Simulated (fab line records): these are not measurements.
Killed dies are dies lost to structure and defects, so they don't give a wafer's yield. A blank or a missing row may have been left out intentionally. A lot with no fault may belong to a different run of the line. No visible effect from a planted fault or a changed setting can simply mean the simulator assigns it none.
Chamber matching || flow gf180mcu || cmp-02 running GF_V4_CMP_04: 4 sister chambers
The step polishes SiO2. 8 wafers are shown with their chamber, then 11 later ones without.

== WAFERS WITH THEIR CHAMBER ==
{"wafer": "L085.3", "chamber": 1, "motor-current-A (A)": 11.9, "time-to-endpoint-s (s)": 78}
{"wafer": "L085.5", "chamber": 3, "motor-current-A (A)": 11.1, "time-to-endpoint-s (s)": 81}
{"wafer": "L087.4", "chamber": 3, "motor-current-A (A)": 11.4, "time-to-endpoint-s (s)": 77}
{"wafer": "L087.5", "chamber": 2, "motor-current-A (A)": 12.6, "time-to-endpoint-s (s)": 85}
{"wafer": "L088.1", "chamber": 2, "motor-current-A (A)": 13.3, "time-to-endpoint-s (s)": 82}
{"wafer": "L088.2", "chamber": 0, "motor-current-A (A)": 11.7, "time-to-endpoint-s (s)": 83}
{"wafer": "L088.6", "chamber": 0, "motor-current-A (A)": 12.2, "time-to-endpoint-s (s)": 85}
{"wafer": "L089.3", "chamber": 1, "motor-current-A (A)": 12.1, "time-to-endpoint-s (s)": 69}

== WAFERS WITH NO CHAMBER GIVEN ==
{"wafer": "L089.4", "motor-current-A (A)": 12.2, "time-to-endpoint-s (s)": 83}
{"wafer": "L089.5", "motor-current-A (A)": 11.0, "time-to-endpoint-s (s)": 87}
{"wafer": "L093.1", "motor-current-A (A)": 12.0, "time-to-endpoint-s (s)": 68}
{"wafer": "L093.2", "motor-current-A (A)": 11.4, "time-to-endpoint-s (s)": 74}
{"wafer": "L093.5", "motor-current-A (A)": 12.1, "time-to-endpoint-s (s)": 75}
{"wafer": "L095.2", "motor-current-A (A)": 12.3, "time-to-endpoint-s (s)": 80}
{"wafer": "L095.4", "motor-current-A (A)": 12.2, "time-to-endpoint-s (s)": 76}
{"wafer": "L095.5", "motor-current-A (A)": 12.9, "time-to-endpoint-s (s)": 79}
{"wafer": "L096.2", "motor-current-A (A)": 13.2, "time-to-endpoint-s (s)": 79}
{"wafer": "L096.3", "motor-current-A (A)": 12.5, "time-to-endpoint-s (s)": 68}
{"wafer": "L096.6", "motor-current-A (A)": 12.7, "time-to-endpoint-s (s)": 85}

== THE CHAMBER EACH PASSED THROUGH ==
{"wafer": "L089.4", "from the rows above": "can't be placed: 0 or 2 or 1", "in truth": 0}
{"wafer": "L089.5", "from the rows above": "can't be placed: 3 or 0", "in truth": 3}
{"wafer": "L093.1", "from the rows above": 1, "in truth": 1}
{"wafer": "L093.2", "from the rows above": "can't be placed: 3 or 1 or 0", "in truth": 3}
{"wafer": "L093.5", "from the rows above": "can't be placed: 1 or 0", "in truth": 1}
{"wafer": "L095.2", "from the rows above": "can't be placed: 0 or 1 or 2 or 3", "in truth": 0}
{"wafer": "L095.4", "from the rows above": "can't be placed: 1 or 0", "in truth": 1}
{"wafer": "L095.5", "from the rows above": "can't be placed: 2 or 1 or 0", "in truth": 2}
{"wafer": "L096.2", "from the rows above": 2, "in truth": 2}
{"wafer": "L096.3", "from the rows above": 1, "in truth": 1}
{"wafer": "L096.6", "from the rows above": "can't be placed: 2 or 0", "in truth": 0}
Correct placement for 3 of the 11. Cannot be placed on the basis of these rows: 8; the candidates contain the true chamber in 8. Wrongly placed: 0.
How it was worked out, from the rows above alone: a wafer's distance from a chamber is the root of the sum, over the readings, of the square of ((its reading less the chamber's mean) divided by the reading's scatter). If the next closest chamber is less than 2 further off than the closest, the wafer can't be placed; otherwise it belongs to the closest. The mean given for a chamber averages the wafers shown for that chamber. How the scatter is found: for the shown wafers, subtract from each reading the mean of its chamber, square and add these, divide the total by (wafers less chambers), then take the root.
